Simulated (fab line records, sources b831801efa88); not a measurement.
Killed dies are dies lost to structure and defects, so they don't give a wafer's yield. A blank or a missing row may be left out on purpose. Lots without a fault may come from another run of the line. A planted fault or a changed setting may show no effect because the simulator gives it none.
A struck lot beside a sound one | flow sfq_line | 14 steps out of a route of 325
Sound: wafers L361.3, L361.5, L361.6. Struck: wafer L371.1. (L371.3, L371.5 of the same lot were not struck and are left out.) The cause comes at the end.
At each step with rows: each side's tool, then ch and its chambers, then its first start. Under that, the readings that differ: sound wafers | struck wafers | difference of the means | sigmas: that difference in standard deviations of wafers without a fault.
alike: readings whose means differ by less than 2 such deviations, and words and numbers that are the same on both sides. not compared: withheld readings, readings that some wafer has no value for, bounds like >300 that may hide the same value, and numbers for which the record gives no deviation and whose values overlap.
The two part at a step that has a row with sigmas, a row that says differs or no value, or rows on one side only. Numbers that don't overlap but have no deviation are shown without sigmas and don't part them. A reading that every wafer of one side lacks parts them only if that side has two wafers or more.

first, 6 steps without rows for these wafers: SFQ_TRILAYER_M5_LITHO_COAT_128 (resist thk 62 nm); SFQ_TRILAYER_M5_LITHO_COAT_123 (resist thk 600 nm); SFQ_TRILAYER_M5_LITHO_SOFTBAKE_127; SFQ_TRILAYER_M5_LITHO_EXPOSE_124 (exposes mask M5, target cd 700 nm); SFQ_TRILAYER_M5_LITHO_PEB_126 (peb time 60 s); SFQ_TRILAYER_M5_LITHO_DEVELOP_125 (time 60 s).
SFQ_M5_OVL_MEAS_932:
  sound on overlay-01, day 61 02:55; struck on overlay-02, day 71 05:47
  alike: M5_OVL
SFQ_TRILAYER_M5_BARC_OPEN_METAL_ETCH_161: etches BARC in O2, target depth 125 nm, time 41.7 s.
  sound on rie_metal-03 ch 0,1, day 61 02:58; struck on rie_metal-02 ch 1, day 71 05:50
  reading                | sound | struck | difference                   | sigmas
  rf_hours_counter_h (h) | - - - | 20     | no value on the sound wafers |
  alike: drypump_motor_current_A, oes_product_au
SFQ_TRILAYER_M5_ETCH_METAL_ETCH_126: etches Nb in Cl2/BCl3, stops on SiO2, time 203.2 s, target depth 265 nm.
  sound on rie_metal-03 ch 0,1, day 61 03:04; struck on rie_metal-02 ch 1, day 71 05:53
  reading                | sound             | struck | difference                   | sigmas
  oes_product_au (a.u.)  | 0.736 0.738 0.733 | 0.723  | -0.013                       | -2
  rf_hours_counter_h (h) | - - -             | 20     | no value on the sound wafers |
  alike: drypump_motor_current_A
SFQ_TRILAYER_M5_STRIP_STRIP_127: strips in O2.
  sound on rie_metal-03 ch 0,1, day 61 03:23; struck on rie_metal-02 ch 1, day 71 06:05
  reading                | sound | struck | difference                   | sigmas
  rf_hours_counter_h (h) | - - - | 20     | no value on the sound wafers |
  alike: drypump_motor_current_A, oes_product_au
then, 1 step without rows for these wafers: SFQ_TRILAYER_M5_STRIP_SOLV_CLEAN_128 (cleans in NMP, time 600 s).
SFQ_TRILAYER_A5B_DEP_PECVD_129: deposits SiO2 from SiH4/N2O, time 133.33 s, target thk 600 nm.
  sound on pecvd-02 ch 0,1,2, day 61 03:58; struck on pecvd-01 ch 2, day 71 06:52
  alike: chamber_pressure_Torr, heater_power_w, throttle_valve_pct
SFQ_TRILAYER_A5B_CMP_CMP_130: polishes, stops on Nb, target thk 340.7 nm.
  sound on cmp-01 ch 1,2,3, day 61 07:44; struck on cmp-02 ch 1, day 71 12:39
  reading                 | sound             | struck | difference | sigmas
  head_pressure_psi (psi) | 2.998 2.987 3.000 | 3.115  | +0.120     | +17
  motor_current_A (A)     | 10.5 11.5 9.9     | 8.5    | -2.1       | -2
SFQ_TRILAYER_A5B_METRO_MEASURE_131:
  sound on film_metro-02, day 61 09:38; struck on film_metro-01, day 71 14:09
  alike: thk_nm

WHERE THEY PART
First at SFQ_TRILAYER_M5_BARC_OPEN_METAL_ETCH_161; last, within this record, at SFQ_TRILAYER_A5B_CMP_CMP_130. Later steps at which nothing parts them and some readings are alike: SFQ_TRILAYER_A5B_METRO_MEASURE_131.

WHY: what the simulator had put in
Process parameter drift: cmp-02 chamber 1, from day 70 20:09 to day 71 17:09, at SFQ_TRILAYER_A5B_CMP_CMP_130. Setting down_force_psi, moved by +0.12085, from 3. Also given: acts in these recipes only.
